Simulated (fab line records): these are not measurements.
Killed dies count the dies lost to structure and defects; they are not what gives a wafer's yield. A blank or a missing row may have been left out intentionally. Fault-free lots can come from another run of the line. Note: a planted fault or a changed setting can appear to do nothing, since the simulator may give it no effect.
Chamber matching | flow gf180mcu | GF_STI_WET_ETCH_17 on wet bench-01 has 3 sister chambers
The step etches Si3N4 in H3PO4, target depth 45 nm, time 514 s. 14 wafers are shown with their chamber, then 4 later ones without.

WAFERS PAIRED WITH THEIR CHAMBERS
wafer  | chamber | run length s (s)
L308.1 | 0       | 538.2
L308.4 | 0       | 538.2
L308.6 | 0       | 538.2
L310.3 | 1       | 538.9
L310.5 | 1       | 538.9
L310.6 | 1       | 538.9
L313.1 | 0       | 539.1
L313.2 | 0       | 539.1
L313.5 | 0       | 539.1
L314.2 | 1       | 538.3
L314.3 | 1       | 538.3
L314.4 | 1       | 538.3
L324.3 | 3       | 541.4
L324.4 | 3       | 541.4

SIGNATURES (averages over the wafers above)
reading      | chamber 0 | chamber 1 | chamber 3 | scatter within a chamber
run length s | 538.650   | 538.600   | 541.400   | 0.399
Rule: a wafer's distance from a chamber is the root of the sum, over the readings, of the square of ((its reading less the chamber's mean) divided by the reading's scatter). The wafer belongs to the nearest chamber; if the next one is less than 2 further off, it can't be placed. The scatter is the square root of a quotient: the sum, over the shown wafers, of each reading's squared deviation from its chamber's mean, divided by wafers minus chambers.

WAFERS WITH NO CHAMBER GIVEN
wafer  | run length s (s)
L324.6 | 541.4
L326.1 | 547.4
L326.2 | 547.4
L326.3 | 547.4

EACH ONE'S CHAMBER
wafer  | from the rows above | in truth
L324.6 | 3                   | 3
L326.1 | 3                   | 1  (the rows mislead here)
L326.2 | 3                   | 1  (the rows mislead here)
L326.3 | 3                   | 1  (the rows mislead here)
Correct placement for 1 of the 4. Can't be placed from these rows: 0. Wrongly placed: 3.
